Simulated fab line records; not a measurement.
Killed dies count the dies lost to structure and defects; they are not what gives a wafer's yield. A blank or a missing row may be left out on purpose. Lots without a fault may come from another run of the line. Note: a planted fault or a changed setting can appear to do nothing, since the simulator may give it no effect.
Chamber matching    flow sky130    SKY_POLY_GATE_ETCH_16 on rie-diel-01: 4 sister chambers
The step etches Si3N4 in CH3F/O2, stops on poly-Si, time 147.5 s, target depth 75 nm. 8 wafers are shown with their chamber, then 12 later ones without.

## WAFERS WITH THEIR CHAMBER
wafer   chamber  drypump-motor-current-A (A)  throttle-valve-pct (%)
L084.6  2        5.9                          10.525
L085.1  0        5.6                          10.531
L085.5  0        5.6                          10.531
L087.1  3        5.4                          10.537
L087.6  3        5.4                          10.524
L090.1  2        5.9                          10.524
L090.2  1        4.7                          10.547
L090.6  1        4.6                          10.524

## WAFERS WITHOUT THEIR CHAMBER
wafer   drypump-motor-current-A (A)  throttle-valve-pct (%)
L089.2  4.6                          10.533
L089.3  5.4                          10.519
L089.5  5.8                          10.525
L092.3  5.6                          10.540
L092.4  5.3                          10.526
L092.6  5.4                          10.540
L094.1  5.6                          10.531
L094.2  5.9                          10.538
L094.6  5.8                          10.540
L095.1  4.6                          10.549
L095.4  5.6                          10.539
L095.5  5.4                          10.531

## WHICH CHAMBER EACH WENT THROUGH
wafer   from the rows above  in truth
L089.2  1                    1
L089.3  3                    3
L089.5  2                    2
L092.3  0                    0
L092.4  3                    3
L092.6  3                    3
L094.1  0                    0
L094.2  2                    2
L094.6  2                    2
L095.1  1                    1
L095.4  0                    0
L095.5  3                    3
Correctly placed: 12 of 12. Not placeable from these rows: 0. 0 placed wrongly.
How it was worked out, from the rows above alone: a wafer's distance from a chamber is the root of the sum, over the readings, of the square of ((its reading less the chamber's mean) divided by the reading's scatter). If the next closest chamber is less than 2 further off than the closest, the wafer can't be placed; otherwise it belongs to the closest. A chamber's mean is the mean of its shown wafers. The scatter: the root of (the sum of the squares of (reading less its chamber's mean) over the shown wafers, divided by (wafers less chambers)).
